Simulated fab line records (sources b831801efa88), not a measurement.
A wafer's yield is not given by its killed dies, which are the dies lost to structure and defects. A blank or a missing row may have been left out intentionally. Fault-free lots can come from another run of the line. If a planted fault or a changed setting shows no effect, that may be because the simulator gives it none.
Which tool did it?    flow gf180mcu    15 lots with 45 wafers sampled at 4 steps, on a route of 602 steps

== WHAT THE GAUGES SHOWED, per wafer ==
Not one reading of a measure or inspect step in the record can be checked against a usual standard deviation.

== WHICH TOOL RAN EACH LOT (tool, then ch and the chambers of the sampled wafers, then the start) ==
lot   GF_V4_ETCH_16                       GF_V4_SPUTTER_21              GF_V4_SPUTTER_22              GF_MIM_SPUTTER_01
L914  rie diel-02 ch 0,2,3, day 24 06:53  pvd sputter-04, day 24 07:34  pvd sputter-04, day 24 07:38  pvd sputter-01, day 24 08:22
L915  rie diel-04 ch 1,2, day 24 23:43    pvd sputter-01, day 25 00:23  pvd sputter-01, day 25 00:27  pvd sputter-02, day 25 01:11
L917  rie diel-04 ch 0,1,3, day 25 15:07  pvd sputter-04, day 25 15:47  pvd sputter-04, day 25 15:51  pvd sputter-01, day 25 16:44
L918  rie diel-03 ch 0,2,3, day 25 20:17  pvd sputter-01, day 25 20:59  pvd sputter-01, day 25 21:03  -
L919  rie diel-03 ch 1,2,3, day 26 06:20  pvd sputter-04, day 26 07:00  pvd sputter-04, day 26 07:04  -
L920  rie diel-04 ch 1,2,3, day 26 11:31  pvd sputter-04, day 26 12:11  pvd sputter-04, day 26 12:15  -
L922  rie diel-03 ch 2,3, day 27 03:41    pvd sputter-01, day 27 04:22  pvd sputter-01, day 27 04:25  pvd sputter-04, day 27 05:09
L928  rie diel-04 ch 0,2,3, day 29 01:49  pvd sputter-01, day 29 02:52  pvd sputter-01, day 29 02:55  pvd sputter-01, day 29 03:39
L931  rie diel-03 ch 0,2, day 29 20:50    pvd sputter-04, day 29 21:30  pvd sputter-04, day 29 21:34  pvd sputter-04, day 29 22:17
L932  rie diel-03 ch 0,1,3, day 30 05:05  pvd sputter-03, day 30 05:46  pvd sputter-03, day 30 05:49  pvd sputter-01, day 30 06:33
L933  rie diel-02 ch 0,1,3, day 30 15:59  pvd sputter-01, day 30 16:41  pvd sputter-01, day 30 16:45  pvd sputter-01, day 30 17:29
L934  rie diel-02 ch 1,2, day 30 18:07    pvd sputter-01, day 30 18:47  pvd sputter-01, day 30 18:51  pvd sputter-02, day 30 19:35
L935  rie diel-02 ch 1,3, day 30 21:04    pvd sputter-01, day 30 21:44  pvd sputter-01, day 30 21:47  pvd sputter-04, day 30 22:32
L936  rie diel-03 ch 0,1,3, day 31 06:26  pvd sputter-04, day 31 07:07  pvd sputter-04, day 31 07:10  pvd sputter-01, day 31 07:55
L937  rie diel-03 ch 0,1,2, day 31 14:55  pvd sputter-04, day 31 15:35  pvd sputter-04, day 31 15:38  pvd sputter-04, day 31 16:23
- GF_V4_ETCH_16: etches BARC in N2/H2.
- GF_V4_SPUTTER_21: material Ti, target thk 15 nm, time 80.02 s.
- GF_V4_SPUTTER_22: material TiN, target thk 10 nm, time 40 s.
- GF_MIM_SPUTTER_01: material TiN, target thk 30 nm, time 25 s.

== WHAT THE TOOLS THEMSELVES READ (means of the sampled wafers that have a number; where no wafer has one, the mark that the record gives instead) ==
GF_V4_ETCH_16.
lot   tool         drypump motor current A (A)  oes product au (a.u.)  throttle valve pct (%)
L914  rie diel-02  6.0                          0.853                  13.220
L915  rie diel-04  5.2                          0.856                  13.233
L917  rie diel-04  5.8                          0.861                  13.212
L918  rie diel-03  6.0                          0.851                  13.218
L919  rie diel-03  6.2                          0.853                  13.234
L920  rie diel-04  5.6                          0.850                  13.218
L922  rie diel-03  5.9                          0.855                  13.231
L928  rie diel-04  6.0                          0.860                  13.227
L931  rie diel-03  6.0                          0.854                  13.228
L932  rie diel-03  6.0                          0.856                  13.224
L933  rie diel-02  6.0                          0.855                  13.210
L934  rie diel-02  5.6                          0.851                  13.219
L935  rie diel-02  5.7                          0.858                  13.226
L936  rie diel-03  5.9                          0.859                  13.227
L937  rie diel-03  6.2                          0.858                  13.230

GF_V4_SPUTTER_21.
lot   tool            cathode dc power W (W)  chamber pressure pa (Pa)  throttle valve pct (%)
L914  pvd sputter-04  2499.7                  4.993                     31.1
L915  pvd sputter-01  2500.1                  5.003                     30.1
L917  pvd sputter-04  2499.9                  4.996                     30.4
L918  pvd sputter-01  -                       -                         -
L919  pvd sputter-04  -                       -                         -
L920  pvd sputter-04  -                       -                         -
L922  pvd sputter-01  2500.0                  5.006                     29.9
L928  pvd sputter-01  2499.9                  5.006                     31.2
L931  pvd sputter-04  2499.9                  4.996                     30.6
L932  pvd sputter-03  2500.1                  5.003                     30.8
L933  pvd sputter-01  2500.1                  4.997                     30.0
L934  pvd sputter-01  2499.8                  4.991                     29.1
L935  pvd sputter-01  2499.8                  4.995                     29.2
L936  pvd sputter-04  2500.4                  4.999                     30.6
L937  pvd sputter-04  2499.4                  4.995                     30.6

GF_V4_SPUTTER_22.
lot   tool            cathode dc power W (W)  chamber pressure pa (Pa)  throttle valve pct (%)
L914  pvd sputter-04  3999.5                  4.997                     30.9
L915  pvd sputter-01  4000.1                  5.012                     30.3
L917  pvd sputter-04  4000.6                  5.014                     30.6
L918  pvd sputter-01  3999.8                  5.011                     30.1
L919  pvd sputter-04  4000.2                  4.999                     30.4
L920  pvd sputter-04  4000.7                  4.996                     30.3
L922  pvd sputter-01  3999.4                  5.009                     30.0
L928  pvd sputter-01  3999.7                  5.003                     31.2
L931  pvd sputter-04  3999.6                  5.005                     30.7
L932  pvd sputter-03  4000.1                  4.994                     30.8
L933  pvd sputter-01  3999.6                  5.002                     29.9
L934  pvd sputter-01  4000.1                  4.995                     29.1
L935  pvd sputter-01  3999.5                  4.997                     29.1
L936  pvd sputter-04  3999.5                  4.993                     30.6
L937  pvd sputter-04  3999.7                  5.010                     30.5

GF_MIM_SPUTTER_01.
lot   tool            cathode dc power W (W)  chamber pressure pa (Pa)  throttle valve pct (%)
L914  pvd sputter-01  6499.7                  0.3996                    30.3
L915  pvd sputter-02  6498.3                  0.3994                    30.3
L917  pvd sputter-01  6500.1                  0.4007                    30.1
L922  pvd sputter-04  6501.0                  0.3993                    31.0
L928  pvd sputter-01  6501.7                  0.4009                    30.0
L931  pvd sputter-04  6498.9                  0.4002                    30.8
L932  pvd sputter-01  6500.7                  0.4008                    30.0
L933  pvd sputter-01  6499.7                  0.3999                    30.4
L934  pvd sputter-02  6500.7                  0.4000                    30.1
L935  pvd sputter-04  6499.1                  0.3999                    30.3
L936  pvd sputter-01  6501.0                  0.4005                    30.0
L937  pvd sputter-04  6500.4                  0.4002                    30.8

== THE ANSWER, worked out from the rows above alone ==
Rule: the usual values come from the lots themselves. The widest of any qualifying gaps counts: lots, ordered by their means at a reading, are off when they make up no more than a third of the lots, leave a main group of 4 or more, and stand apart from it by 3 or more times the standard deviation of that group's means. The tables above print the reading to a certain number of digits; a main group whose means all agree to those digits is not used. A lot without any number at a reading at which 4 lots or more have one is off too. Where the step has rows for the other lots, those lots are counted as sound. After the gauges, taken in route order, come the tools' own readings; for these a lot's mean is taken, as printed above. At the first step where some lot is off, the reading lying furthest off is the one used; lots without a number count as furthest.
Off, at GF_V4_SPUTTER_21 on cathode dc power W: L918, L919, L920. Without a number there: L918, L919, L920. Main group: mean 2499.9 W, sd 0.24.
If a tool, at that step or one of the process steps before it, ran each lot that is off and ran no sound lot following the first of them, it fits. None of those tried fits.

== WHAT WAS PUT IN BY THE SIMULATOR ==
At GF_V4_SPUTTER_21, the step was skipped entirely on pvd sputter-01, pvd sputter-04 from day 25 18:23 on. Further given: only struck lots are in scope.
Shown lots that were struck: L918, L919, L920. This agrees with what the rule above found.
